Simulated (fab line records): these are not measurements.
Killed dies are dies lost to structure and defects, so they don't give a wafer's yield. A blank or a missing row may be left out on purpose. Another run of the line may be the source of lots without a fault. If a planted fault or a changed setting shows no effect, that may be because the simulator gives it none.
Matching of chambers	flow gf180mcu	cmp-02 running GF_STI_CMP_25: 4 sister chambers
The step polishes, stops on Si3N4, t overpolish 33 s, target thk 524.6 nm. 7 wafers are shown with their chamber, then 7 later ones without.

## EACH WAFER AND ITS CHAMBER
wafer	chamber	motorCurrentA (A)	timeToEndpointS (s)
L984.1	1	12.3	124
L996.3	0	10.4	117
L996.4	2	10.9	116
L997.1	0	10.5	116
L997.5	3	12.0	114
L998.1	3	11.3	117
L998.3	2	10.6	123

## WAFERS WITH NO CHAMBER GIVEN
wafer	motorCurrentA (A)	timeToEndpointS (s)
L998.5	11.0	122
L999.1	12.1	120
L999.5	12.2	119
L999.6	11.1	119
L101.1	11.1	116
L101.4	13.2	120
L101.6	10.5	115

## WHICH CHAMBER EACH ONE RAN IN
wafer	from the rows above	in truth
L998.5	can't be placed: 2 or 0 or 3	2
L999.1	can't be placed: 1 or 3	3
L999.5	can't be placed: 1 or 3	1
L999.6	can't be placed: 2 or 3 or 0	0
L101.1	can't be placed: 2 or 3 or 0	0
L101.4	1	1
L101.6	can't be placed: 0 or 2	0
1 of 7 placed correctly. From these rows, 6 cannot be placed; in 6 the true chamber is one of the candidates. 0 placed wrongly.
How it was worked out, from the rows above alone: a wafer's distance from a chamber is the root of the sum, over the readings, of the square of ((its reading less the chamber's mean) divided by the reading's scatter). If the next closest chamber is less than 2 further off than the closest, the wafer can't be placed; otherwise it belongs to the closest. A chamber's mean is the mean of its shown wafers. The scatter is the square root of a quotient: the sum, over the shown wafers, of each reading's squared deviation from its chamber's mean, divided by wafers minus chambers.
